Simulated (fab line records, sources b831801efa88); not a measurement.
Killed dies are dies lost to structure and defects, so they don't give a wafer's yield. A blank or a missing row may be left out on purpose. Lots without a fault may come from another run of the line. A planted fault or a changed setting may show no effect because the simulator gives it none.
Which tool did it? | flow gf180mcu | 10 lots, 29 wafers sampled, at 6 steps of a route of 602

WHAT THE GAUGES READ, wafer by wafer
GF_V2_RS_MEAS_24: measures by four-point-probe. Usual: V2_W_RS 0.327 ohm/sq, standard deviation 0.007.
lot  | measured     | on            | V2_W_RS (ohm/sq)        | flag
L427 | day 20 06:11 | film_metro-01 | 0.332 0.314 0.331       |
L429 | day 21 02:37 | film_metro-03 | 0.327 0.334 0.332       |
L430 | day 21 18:09 | film_metro-04 | 0.334 0.337 0.329       |
L432 | day 22 09:00 | film_metro-04 | 0.333 0.332 0.328       |
L434 | day 22 23:52 | film_metro-03 | 0.333 0.331 0.331       |
L435 | day 23 10:52 | film_metro-03 | 0.331 0.316 0.314       |
L436 | day 23 19:27 | film_metro-03 | 0.320 0.322 0.317       |
L438 | day 24 17:51 | film_metro-01 | 0.317 0.314 0.327       |
L446 | day 26 20:18 | film_metro-04 | 0.284 0.296 0.283 0.295 | OFF
L448 | day 27 15:36 | film_metro-03 | 0.325 0.327 0.328       |

GF_V2_THK_MEAS_25: measures by xrf. Usual: V2_W_THK 361 nm, standard deviation 9.1.
lot  | measured     | on            | V2_W_THK (nm)   | flag
L427 | day 20 06:17 | film_metro-01 | 362 384 361     |
L429 | day 21 02:44 | film_metro-03 | 355 349 351     |
L430 | day 21 18:16 | film_metro-04 | 351 348 355     |
L432 | day 22 09:07 | film_metro-04 | 350 350 354     |
L434 | day 22 23:59 | film_metro-03 | 348 354 356     |
L435 | day 23 10:58 | film_metro-03 | 353 372 376     |
L436 | day 23 19:34 | film_metro-03 | 366 364 370     |
L438 | day 24 17:58 | film_metro-01 | 375 377 363     |
L446 | day 27 00:02 | film_metro-04 | 414 396 413 398 | OFF
L448 | day 27 15:43 | film_metro-03 | 361 357 356     |

WHICH TOOL RAN EACH LOT (tool, then ch and the chambers of the sampled wafers, then the start)
lot  | GF_CONTACT_SPUTTER_22        | GF_V2_ETCH_16                      | GF_V2_STRIP_18                       | GF_V2_CVD_23
L427 | pvd_sputter-02, day 16 01:35 | rie_diel-02 ch 0,2,3, day 20 05:16 | plasma_asher-02 ch 0,1, day 20 05:25 | cvd_w-02 ch 0,1, day 20 06:04
L429 | pvd_sputter-03, day 16 21:23 | rie_diel-02 ch 0,1, day 21 01:44   | plasma_asher-03 ch 0,1, day 21 01:52 | cvd_w-01 ch 0,1, day 21 02:30
L430 | pvd_sputter-03, day 17 11:29 | rie_diel-03 ch 0,1,3, day 21 16:56 | plasma_asher-02 ch 0,1, day 21 17:04 | cvd_w-01 ch 0,1, day 21 18:02
L432 | pvd_sputter-04, day 18 04:05 | rie_diel-02 ch 1,2,3, day 22 08:08 | plasma_asher-04 ch 0,1, day 22 08:16 | cvd_w-01 ch 0, day 22 08:53
L434 | pvd_sputter-03, day 18 18:13 | rie_diel-01 ch 0,1, day 22 22:59   | plasma_asher-02 ch 0,1, day 22 23:07 | cvd_w-01 ch 1, day 22 23:44
L435 | pvd_sputter-03, day 19 05:44 | rie_diel-01 ch 1,3, day 23 09:58   | plasma_asher-02 ch 0,1, day 23 10:05 | cvd_w-02 ch 0,1, day 23 10:44
L436 | pvd_sputter-03, day 19 15:30 | rie_diel-01 ch 0,1, day 23 18:35   | plasma_asher-03 ch 0,1, day 23 18:43 | cvd_w-02 ch 0, day 23 19:20
L438 | pvd_sputter-04, day 20 14:16 | rie_diel-03 ch 2,3, day 24 16:59   | plasma_asher-02 ch 0,1, day 24 17:07 | cvd_w-02 ch 0,1, day 24 17:44
L446 | pvd_sputter-04, day 23 00:20 | rie_diel-03 ch 0,1, day 26 19:22   | plasma_asher-02 ch 0,1, day 26 19:31 | cvd_w-01 ch 0,1, day 26 20:11
L448 | pvd_sputter-03, day 23 19:43 | rie_diel-03 ch 1,3, day 27 14:22   | plasma_asher-04 ch 0,1, day 27 14:29 | cvd_w-02 ch 1, day 27 15:28
- GF_CONTACT_SPUTTER_22: material Ti, target thk 15 nm, time 80.02 s.
- GF_V2_ETCH_16: etches BARC in N2/H2.
- GF_V2_STRIP_18: strips in O2/N2.
- GF_V2_CVD_23: deposits W, target thk 350 nm, time 104.94 s.

WHAT THE TOOLS THEMSELVES READ (means of the sampled wafers that have a number; where no wafer has one, the mark that the record gives instead)
GF_CONTACT_SPUTTER_22. Usual: throttle_valve_pct 30.7 %, standard deviation 0.75.
lot  | tool           | throttle_valve_pct (%) | flag
L427 | pvd_sputter-02 | 30.1                   |
L429 | pvd_sputter-03 | 30.8                   |
L430 | pvd_sputter-03 | 30.8                   |
L432 | pvd_sputter-04 | 31.0                   |
L434 | pvd_sputter-03 | 30.7                   |
L435 | pvd_sputter-03 | 30.8                   |
L436 | pvd_sputter-03 | 30.6                   |
L438 | pvd_sputter-04 | 30.7                   |
L446 | pvd_sputter-04 | 31.1                   |
L448 | pvd_sputter-03 | 30.8                   |

GF_V2_ETCH_16. Usual: bias_w 100.02 W, standard deviation 0.27; drypump_motor_current_A 5.9 A, standard deviation 0.46; oes_product_au 0.855 a.u., standard deviation 0.0048; throttle_valve_pct 13.223 %, standard deviation 0.0091.
lot  | tool        | bias_w (W) | drypump_motor_current_A (A) | oes_product_au (a.u.) | throttle_valve_pct (%) | flag
L427 | rie_diel-02 | 99.93      | 6.0                         | 0.853                 | 13.217                 |
L429 | rie_diel-02 | 100.02     | 5.6                         | 0.852                 | 13.220                 |
L430 | rie_diel-03 | 99.87      | 5.9                         | 0.855                 | 13.219                 |
L432 | rie_diel-02 | 100.04     | 5.8                         | 0.860                 | 13.219                 |
L434 | rie_diel-01 | 100.38     | 6.2                         | 0.857                 | 13.220                 |
L435 | rie_diel-01 | 100.12     | 5.9                         | 0.856                 | 13.230                 |
L436 | rie_diel-01 | 99.76      | 6.2                         | 0.855                 | 13.223                 |
L438 | rie_diel-03 | 100.04     | 6.0                         | 0.853                 | 13.222                 |
L446 | rie_diel-03 | 100.12     | 5.8                         | 0.857                 | 13.229                 |
L448 | rie_diel-03 | 99.98      | 6.3                         | 0.851                 | 13.218                 |

GF_V2_STRIP_18. Usual: drypump_motor_current_A 5.8 A, standard deviation 0.69; heater_power_w 336 W, standard deviation 20; oes_product_au 0.592 a.u., standard deviation 0.005.
lot  | tool            | drypump_motor_current_A (A) | heater_power_w (W) | oes_product_au (a.u.) | flag
L427 | plasma_asher-02 | 6.2                         | 336                | 0.596                 |
L429 | plasma_asher-03 | 5.9                         | 343                | 0.592                 |
L430 | plasma_asher-02 | 5.7                         | 343                | 0.589                 |
L432 | plasma_asher-04 | 5.0                         | 318                | 0.591                 |
L434 | plasma_asher-02 | 5.7                         | 346                | 0.592                 |
L435 | plasma_asher-02 | 6.2                         | 335                | 0.586                 |
L436 | plasma_asher-03 | 6.2                         | 351                | 0.597                 |
L438 | plasma_asher-02 | 6.2                         | 340                | 0.591                 |
L446 | plasma_asher-02 | 6.0                         | 342                | 0.601                 |
L448 | plasma_asher-04 | 5.4                         | 307                | 0.590                 |

GF_V2_CVD_23. Usual: heater_power_w 923 W, standard deviation 64; susceptor_temp_C 400.02 C, standard deviation 0.22.
lot  | tool     | heater_power_w (W) | susceptor_temp_C (C) | flag
L427 | cvd_w-02 | 907                | 400.27               |
L429 | cvd_w-01 | 952                | 399.93               |
L430 | cvd_w-01 | 890                | 400.07               |
L432 | cvd_w-01 | 1009               | 400.29               |
L434 | cvd_w-01 | 838                | 400.10               |
L435 | cvd_w-02 | 902                | 399.75               |
L436 | cvd_w-02 | 877                | 400.28               |
L438 | cvd_w-02 | 906                | 399.82               |
L446 | cvd_w-01 | 941                | 400.07               |
L448 | cvd_w-02 | 948                | 400.13               |

THE ANSWER, worked out from the rows above alone
Rule: a lot is off if the mean of its wafers that have a number lies more than 3 standard deviations from the usual mean. A lot without any number at a reading at which 4 lots or more have one is off too. The other lots that the step has rows for count as sound. The gauges are gone through in route order, then the tools' own readings, and for those a lot's mean is taken as printed above. The first step at which some lot is off is used, and at that step the reading that is off furthest; a lot without a number counts as furthest.
Off: L446, at GF_V2_RS_MEAS_24 (V2_W_RS).
A tool fits if, at a process step before that reading, it ran every lot that is off, and no sound lot after the first of them. The gauges at GF_V2_RS_MEAS_24 are tried like those tools. Can't be told from this: 4 tools fit, pvd_sputter-04 at GF_CONTACT_SPUTTER_22, plasma_asher-02 at GF_V2_STRIP_18, cvd_w-01 at GF_V2_CVD_23, film_metro-04 at GF_V2_RS_MEAS_24.

WHAT THE SIMULATOR HAD PUT IN
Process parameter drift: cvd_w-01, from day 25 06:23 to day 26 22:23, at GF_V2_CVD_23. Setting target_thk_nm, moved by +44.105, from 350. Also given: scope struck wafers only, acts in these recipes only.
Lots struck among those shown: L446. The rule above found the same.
